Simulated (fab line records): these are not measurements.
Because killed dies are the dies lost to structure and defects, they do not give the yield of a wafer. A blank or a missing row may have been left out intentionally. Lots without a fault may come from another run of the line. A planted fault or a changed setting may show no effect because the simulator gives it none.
fab line records -- flow sfq_line
record: lots: 14, wafers: 42, last_day: 87
route steps=325 shown M3@120 I3@135 M4@160 I4@163
lots untouched by any fault: they come from a run of this same line in which no faults occurred
start_h: hours from the record's opening day to when the first of the lot's shown wafers began -- wait_h: how many hours have passed since the lot's step before this one -- " same as the row above -- L1.1+2: a row that stands for several wafers -- - no value, or no start was given -- * or withheld: withheld -- < > ~ a bound
route shown NAME@n: a module of which the file shows steps, and the number in the route of the first -- usual: mean/standard deviation of fault-free wafers -- same: alike in all rows -- chamber/n: place in a boat -- sites: readings site by site -- _std_site: the values' standard deviation -- _edge_site: the outer-site mean with the inner-site mean subtracted -- radius_mm: for every site, how far away it sits from the centre of the wafer -- mask NAME#n: copy n -- behind: the last tool/chamber to shape the wafer -- hold: the reason the lot was held/the length of the hold in hours/how it ended -- device: transistor that didn't switch, given as n, p or np -- end of line: tests of these same wafers at the route's end -- for a step that has no rows: nothing shown but its recipe -- killed: dies lost to structure and defects at the first sort, not the wafer's yield -- map: a wafer's dies, x killed, . not, _ none there
set.NAME: the setting the step ran with; set.NAME@STEP: the setting that earlier step ran with -- model.NAME: the simulator's own value behind a step, which no gauge read
one table for each step of the route and one row for each wafer, over a sample of lots
services: when a tool's chamber went out of use (start_h, in hours from the record's first day, below 0 if earlier), for how many hours, and the reason
== steps ==
step: SFQ_M3_RS_MEAS_919
recipe: thk_meas_gauge: four-point-probe, reads: Nb_of_TRILAYER_M3_DEP_SPUTTER_073
usual: M3_NB_RS: 0.885/0.011
lot.wafer,tool,chamber,start_h,wait_h,M3_NB_RS[ohm/sq]
L364.2,film_metro-04,-,823.44,0.1,0.872
L364.4,film_metro-04,-,823.44,0.1,0.859
L364.5,film_metro-04,-,823.44,0.1,0.867
L365.3,film_metro-04,-,887.53,0.1,0.867
L365.4,film_metro-04,-,887.53,0.1,0.892
L365.5,film_metro-04,-,887.53,0.1,0.880
L368.3,film_metro-04,-,917.18,0.1,0.890
L368.5,film_metro-04,-,917.18,0.1,0.889
L368.6,film_metro-04,-,917.18,0.1,0.884
L369.2,film_metro-03,-,923.51,0.1,0.877
L369.4,film_metro-03,-,923.51,0.1,0.891
L369.6,film_metro-03,-,923.51,0.1,0.886
L375.1,film_metro-03,-,955.01,0.0,0.901
L375.3,film_metro-03,-,955.01,0.0,0.890
L375.6,film_metro-03,-,955.01,0.0,0.890
L376.1,film_metro-01,-,963.48,0.0,0.898
L376.2,film_metro-01,-,963.48,0.0,0.872
L376.4,film_metro-01,-,963.48,0.0,0.890
L378.2,film_metro-01,-,999.15,0.1,0.893
L378.3,film_metro-01,-,999.15,0.1,0.890
L378.4,film_metro-01,-,999.15,0.1,0.884
L379.3,film_metro-04,-,1001.77,0.1,0.903
L379.4,film_metro-04,-,1001.77,0.1,0.902
L379.5,film_metro-04,-,1001.77,0.1,0.896
L381.2,film_metro-04,-,1014.35,0.1,0.892
L381.4,film_metro-04,-,1014.35,0.1,0.893
L381.6,film_metro-04,-,1014.35,0.1,0.887
L383.1,film_metro-03,-,1164.63,0.0,0.882
L383.2,film_metro-03,-,1164.63,0.0,0.877
L383.3,film_metro-03,-,1164.63,0.0,0.892
L384.2,film_metro-03,-,1169.45,0.1,0.875
L384.3,film_metro-03,-,1169.45,0.1,0.871
L384.6,film_metro-03,-,1169.45,0.1,0.877
L385.1,film_metro-03,-,1174.23,0.0,0.892
L385.2,film_metro-03,-,1174.23,0.0,0.880
L385.3,film_metro-03,-,1174.23,0.0,0.881
L386.2,film_metro-03,-,1185.89,0.1,0.872
L386.5,film_metro-03,-,1185.89,0.1,0.866
L386.6,film_metro-03,-,1185.89,0.1,0.870
L387.3,film_metro-01,-,1191.87,0.1,0.885
L387.5,film_metro-01,-,1191.87,0.1,0.890
L387.6,film_metro-01,-,1191.87,0.1,0.891
step: SFQ_I3_BOW_MEAS_922
recipe: mode: bow
usual: I3_BOW: 2/8.3
lot.wafer,tool,chamber,start_h,wait_h,I3_BOW[um]
L364.2,film_metro-01,-,886.40,1.5,11
L364.4,film_metro-01,-,886.40,1.5,-5
L364.5,film_metro-01,-,886.40,1.5,2
L365.3,film_metro-01,-,931.13,2.0,8
L365.4,film_metro-01,-,931.13,2.0,8
L365.5,film_metro-01,-,931.13,2.0,5
L368.3,film_metro-01,-,940.13,1.0,4
L368.5,film_metro-01,-,940.13,1.0,8
L368.6,film_metro-01,-,940.13,1.0,2
L369.2,film_metro-04,-,943.11,1.0,4
L369.4,film_metro-04,-,943.11,1.0,3
L369.6,film_metro-04,-,943.11,1.0,-6
L375.1,film_metro-04,-,1102.07,2.0,5
L375.3,film_metro-04,-,1102.07,2.0,1
L375.6,film_metro-04,-,1102.07,2.0,16
L376.1,film_metro-04,-,1116.33,2.0,3
L376.2,film_metro-04,-,1116.33,2.0,-3
L376.4,film_metro-04,-,1116.33,2.0,-3
L378.2,film_metro-04,-,1122.35,2.5,2
L378.3,film_metro-04,-,1122.35,2.5,8
L378.4,film_metro-04,-,1122.35,2.5,11
L379.3,film_metro-04,-,1125.37,1.5,15
L379.4,film_metro-04,-,1125.37,1.5,13
L379.5,film_metro-04,-,1125.37,1.5,10
L381.2,film_metro-01,-,1129.09,1.0,-16
L381.4,film_metro-01,-,1129.09,1.0,-18
L381.6,film_metro-01,-,1129.09,1.0,-11
L383.1,film_metro-01,-,1291.55,1.0,2
L383.2,film_metro-01,-,1291.55,1.0,3
L383.3,film_metro-01,-,1291.55,1.0,14
L384.2,film_metro-02,-,1293.82,1.5,9
L384.3,film_metro-02,-,1293.82,1.5,-1
L384.6,film_metro-02,-,1293.82,1.5,0
L385.1,film_metro-02,-,1297.55,2.5,-2
L385.2,film_metro-02,-,1297.55,2.5,1
L385.3,film_metro-02,-,1297.55,2.5,-1
L386.2,film_metro-01,-,1311.79,2.0,13
L386.5,film_metro-01,-,1311.79,2.0,11
L386.6,film_metro-01,-,1311.79,2.0,4
L387.3,film_metro-04,-,1322.81,1.5,-5
L387.5,film_metro-04,-,1322.81,1.5,-12
L387.6,film_metro-04,-,1322.81,1.5,-10
step: SFQ_TRILAYER_M4_ETCH_METAL_ETCH_096
recipe: target: Nb, stop_on: SiO2, mask_material: PR, chemistry: Cl2/Ar, target_depth_nm: 240, icp_w: 600, bias_w: 80, pressure_mtorr: 10, time_s: 120
usual: drypump_motor_current_A: 5.86/0.27, oes_product_au: 0.894/0.007
lot.wafer,tool,chamber,start_h,wait_h,drypump_motor_current_A,oes_product_au,rf_hours_counter_h
L364.2,rie_metal-03,1,1015.40,0.2,6.12,0.896,-
L364.4,rie_metal-03,1,1015.40,0.2,6.10,0.895,-
L364.5,rie_metal-03,1,1015.40,0.2,6.14,0.893,-
L365.3,rie_metal-03,1,1036.50,0.1,6.13,0.897,-
L365.4,rie_metal-03,0,1036.50,0.1,5.61,0.899,-
L365.5,rie_metal-03,1,1036.50,0.1,6.15,0.888,-
L368.3,rie_metal-03,1,1040.04,0.1,6.11,0.898,-
L368.5,rie_metal-03,1,1040.04,0.1,6.11,0.890,-
L368.6,rie_metal-03,0,1040.04,0.1,5.58,0.898,-
L369.2,rie_metal-03,1,1041.20,0.0,6.13,0.901,107
L369.4,rie_metal-03,1,1041.20,0.0,6.07,0.890,-
L369.6,rie_metal-03,0,1041.20,0.0,5.56,0.897,-
L375.1,rie_metal-03,0,1234.65,0.0,5.61,0.896,12
L375.3,rie_metal-03,1,1234.65,0.0,6.11,0.898,-
L375.6,rie_metal-03,1,1234.65,0.0,6.09,0.898,-
L376.1,rie_metal-01,1,1235.85,0.0,5.97,0.901,66
L376.2,rie_metal-01,0,1235.85,0.0,5.67,0.895,81
L376.4,rie_metal-01,0,1235.85,0.0,5.65,0.910,-
L378.2,rie_metal-01,1,1238.25,0.0,5.96,0.893,67
L378.3,rie_metal-01,1,1238.25,0.0,5.99,0.898,-
L378.4,rie_metal-01,0,1238.25,0.0,5.67,0.903,-
L379.3,rie_metal-03,0,1239.49,0.1,5.58,0.883,-
L379.4,rie_metal-03,1,1239.49,0.1,6.06,0.881,-
L379.5,rie_metal-03,0,1239.49,0.1,5.58,0.896,-
L381.2,rie_metal-02,1,1260.12,0.0,6.49,0.889,2
L381.4,rie_metal-02,1,1260.12,0.0,6.48,0.904,-
L381.6,rie_metal-02,0,1260.12,0.0,5.58,0.895,-
L383.1,rie_metal-03,0,1420.17,0.0,5.58,0.883,38
L383.2,rie_metal-03,1,1420.17,0.0,6.08,0.899,11
L383.3,rie_metal-03,0,1420.17,0.0,5.56,0.891,-
L384.2,rie_metal-01,0,1422.57,0.0,5.65,0.886,104
L384.3,rie_metal-01,1,1422.57,0.0,5.94,0.877,-
L384.6,rie_metal-01,0,1422.57,0.0,5.64,0.894,-
L385.1,rie_metal-01,0,1427.37,0.0,5.65,0.901,105
L385.2,rie_metal-01,1,1427.37,0.0,5.98,0.896,92
L385.3,rie_metal-01,0,1427.37,0.0,5.66,0.901,-
L386.2,rie_metal-03,1,1438.17,0.0,6.11,0.908,13
L386.5,rie_metal-03,0,1438.17,0.0,5.60,0.896,-
L386.6,rie_metal-03,1,1438.17,0.0,6.08,0.903,-
L387.3,rie_metal-01,1,1554.93,0.1,5.95,0.897,-
L387.5,rie_metal-01,1,1554.93,0.1,5.94,0.902,-
L387.6,rie_metal-01,0,1554.93,0.1,5.66,0.900,-
step: SFQ_TRILAYER_I4_DEP_PECVD_099
recipe: material: SiO2, temp_c: 150, time_s: 111.11, pressure_torr: 2.4, rf_w: 183.3, precursor: SiH4/N2O, target_thk_nm: 500
usual: heater_power_w: 81/21, rf_fwd_power_W: 182.2/0.62, throttle_valve_pct: 25.1/0.91
lot.wafer,tool,chamber,start_h,wait_h,heater_power_w,rf_fwd_power_W,throttle_valve_pct
L364.2,pecvd-03,2,1017.45,0.0,88,181.2,24.3
L364.4,pecvd-03,0,1017.45,0.0,56,183.5,25.1
L364.5,pecvd-03,1,1017.45,0.0,87,182.4,25.2
L365.3,pecvd-02,2,1037.41,0.0,37,182.8,25.2
L365.4,pecvd-02,1,1037.41,0.0,110,183.0,25.1
L365.5,pecvd-02,1,1037.41,0.0,109,183.2,25.0
L368.3,pecvd-02,1,1040.94,0.0,107,181.9,24.9
L368.5,pecvd-02,2,1040.94,0.0,41,182.0,25.6
L368.6,pecvd-02,1,1040.94,0.0,108,182.1,25.2
L369.2,pecvd-03,0,1042.11,0.0,62,182.7,25.2
L369.4,pecvd-03,2,1042.11,0.0,94,182.3,24.4
L369.6,pecvd-03,1,1042.11,0.0,73,182.1,25.0
L375.1,pecvd-03,1,1235.72,0.0,83,182.8,25.1
L375.3,pecvd-03,0,1235.72,0.0,63,182.1,25.1
L375.6,pecvd-03,2,1235.72,0.0,91,181.6,24.1
L376.1,pecvd-02,2,1236.77,0.0,44,182.9,25.9
L376.2,pecvd-02,0,1236.77,0.0,114,152.3,24.0
L376.4,pecvd-02,0,1236.77,0.0,118,152.6,23.9
L378.2,pecvd-02,2,1239.15,0.0,41,183.1,26.1
L378.3,pecvd-02,0,1239.15,0.0,113,153.6,23.8
L378.4,pecvd-02,2,1239.15,0.0,44,182.6,26.1
L379.3,pecvd-04,2,1240.35,0.0,81,181.3,25.4
L379.4,pecvd-04,0,1240.35,0.0,87,182.5,24.9
L379.5,pecvd-04,1,1240.35,0.0,66,182.6,26.8
L381.2,pecvd-04,1,1261.02,0.0,74,182.5,27.1
L381.4,pecvd-04,2,1261.02,0.0,78,182.0,25.4
L381.6,pecvd-04,1,1261.02,0.0,78,182.1,26.5
L383.1,pecvd-04,1,1421.07,0.0,69,181.8,26.7
L383.2,pecvd-04,2,1421.07,0.0,83,181.9,25.4
L383.3,pecvd-04,1,1421.07,0.0,74,181.5,26.8
L384.2,pecvd-02,1,1423.47,0.0,109,183.0,25.9
L384.3,pecvd-02,0,1423.47,0.0,106,182.8,24.4
L384.6,pecvd-02,1,1423.47,0.0,110,182.1,26.0
L385.1,pecvd-03,0,1428.27,0.0,64,181.9,23.9
L385.2,pecvd-03,1,1428.27,0.0,89,182.4,23.7
L385.3,pecvd-03,2,1428.27,0.0,88,182.2,23.1
L386.2,pecvd-04,0,1439.07,0.0,90,181.6,24.5
L386.5,pecvd-04,1,1439.07,0.0,75,181.8,27.1
L386.6,pecvd-04,0,1439.07,0.0,94,182.4,24.7
L387.3,pecvd-03,0,1555.97,0.0,72,182.2,24.3
L387.5,pecvd-03,0,1555.97,0.0,59,182.5,24.3
L387.6,pecvd-03,1,1555.97,0.0,88,182.1,23.8
step: SFQ_TRILAYER_I4_CMP_CMP_100
recipe: material: SiO2, down_force_psi: 3, platen_rpm: 60, pad_velocity_m_s: 0.94248
usual: motor_current_A: 10.1/1.1, platen_rpm: 59.99/0.039, time_to_endpoint_s: 211/6.9
lot.wafer,tool,chamber,start_h,wait_h,motor_current_A,platen_rpm,time_to_endpoint_s
L364.4,cmp-02,2,1021.09,3.6,10.6,59.98,226
L364.2,cmp-02,0,1022.09,4.6,10.4,60.04,207
L364.5,cmp-02,3,1023.59,6.1,8.6,60.00,209
L365.4,cmp-02,0,1037.99,0.5,10.0,59.96,202
L365.3,cmp-02,1,1037.99,0.5,9.5,60.03,207
L365.5,cmp-02,0,1039.99,2.5,9.7,60.02,209
L368.3,cmp-02,0,1043.49,2.5,9.6,60.04,212
L368.5,cmp-02,0,1045.49,4.5,9.8,60.00,204
L368.6,cmp-02,1,1045.49,4.5,9.3,60.01,207
L369.4,cmp-01,1,1045.23,3.0,11.4,60.04,220
L369.2,cmp-01,3,1046.23,4.1,11.0,59.93,212
L369.6,cmp-01,1,1047.23,5.0,11.6,59.97,219
L375.3,cmp-01,0,1235.80,0.0,9.3,60.02,212
L375.1,cmp-01,2,1236.80,1.0,11.3,59.95,202
L375.6,cmp-01,0,1237.80,2.0,9.0,59.98,207
L376.1,cmp-02,1,1236.84,0.0,9.5,59.91,211
L376.4,cmp-02,3,1237.84,1.0,8.5,59.97,189
L376.2,cmp-02,0,1237.84,1.0,10.1,59.89,186
L378.3,cmp-01,3,1241.80,2.6,11.0,59.96,184
L378.2,cmp-01,1,1242.80,3.6,11.7,60.00,209
L378.4,cmp-01,2,1242.80,3.6,10.8,60.01,213
L379.3,cmp-02,3,1243.84,3.5,8.4,59.96,206
L379.4,cmp-02,0,1243.84,3.5,10.0,60.00,210
L379.5,cmp-02,1,1243.84,3.5,10.1,59.99,224
L381.2,cmp-02,2,1261.10,0.0,10.0,59.92,208
L381.4,cmp-02,0,1262.10,1.0,9.8,59.96,209
L381.6,cmp-02,3,1263.60,2.5,8.3,60.04,213
L383.1,cmp-01,3,1421.69,0.6,11.4,60.06,209
L383.3,cmp-01,0,1421.69,0.6,10.2,60.03,219
L383.2,cmp-01,1,1421.69,0.6,12.6,60.01,220
L384.3,cmp-02,0,1424.55,1.0,10.7,60.11,206
L384.2,cmp-02,1,1424.55,1.0,9.6,59.99,212
L384.6,cmp-02,2,1424.55,1.0,10.5,59.97,211
L385.1,cmp-02,3,1428.85,0.5,8.1,60.01,204
L385.3,cmp-02,0,1428.85,0.5,9.6,60.02,196
L385.2,cmp-02,1,1428.85,0.5,9.3,59.95,210
L386.2,cmp-02,3,1441.35,2.2,8.3,60.06,197
L386.5,cmp-02,3,1443.35,4.2,8.5,60.03,205
L386.6,cmp-02,0,1443.35,4.2,9.7,59.98,211
L387.3,cmp-02,1,1560.08,4.1,9.0,59.95,221
L387.5,cmp-02,2,1560.08,4.1,10.2,59.96,234
L387.6,cmp-02,3,1560.08,4.1,8.1,60.03,224
== services ==
tool,chamber,start_h,hours,kind
rie_metal-03,-,994.66,2.8,pm
rie_metal-03,0,1009.15,10.0,repair
pecvd-02,1,1024.48,5.6,repair
pecvd-02,0,1028.58,19.9,repair
pecvd-02,-,1042.21,4.3,pm
pecvd-03,0,1070.62,6.3,repair
cmp-02,-,1071.37,1.0,repair
cmp-02,-,1091.21,4.0,pm
cmp-02,-,1092.74,9.9,repair
cmp-02,-,1107.90,2.4,repair
pecvd-02,-,1111.96,5.5,pm
cmp-02,-,1170.33,4.4,pm
cmp-02,-,1230.56,1.1,repair
cmp-02,-,1251.88,2.5,repair
cmp-02,-,1286.89,3.9,repair
cmp-02,-,1351.83,7.3,pm
cmp-02,-,1360.45,2.6,repair
cmp-02,-,1365.60,1.1,repair
cmp-02,-,1391.29,0.7,repair
cmp-02,-,1431.35,4.0,pm
cmp-02,-,1467.74,2.3,repair
rie_metal-03,-,1529.49,0.8,repair
cmp-02,-,1539.07,3.7,pm
cmp-02,-,1551.83,3.7,repair
== key ==
first_sign: step: SFQ_TRILAYER_I4_DEP_PECVD_099, reading: rf_fwd_power_W, direction: down, sigmas: 47, usual: 182.2, struck: 152.8
effect: step: SFQ_TRILAYER_I4_CMP_CMP_100, reading: time_to_endpoint_s, direction: down, sigmas: 3.6, usual: *, struck: *
met_at SFQ_TRILAYER_I4_DEP_PECVD_099
struck_lots L376,L378
struck_wafers L376.2,L376.4,L378.3
not_acting_at SFQ_M3_RS_MEAS_919,SFQ_I3_BOW_MEAS_922,SFQ_TRILAYER_M4_ETCH_METAL_ETCH_096
fault: kind: process_parameter_drift, tool: pecvd-02, chamber: 0, onset_h: 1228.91, steps: SFQ_TRILAYER_I4_DEP_PECVD_099, channel: rf_w, offset: -29.328, shape: step, end_h: 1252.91, acts_in: these_recipes_only, stated: 183.3
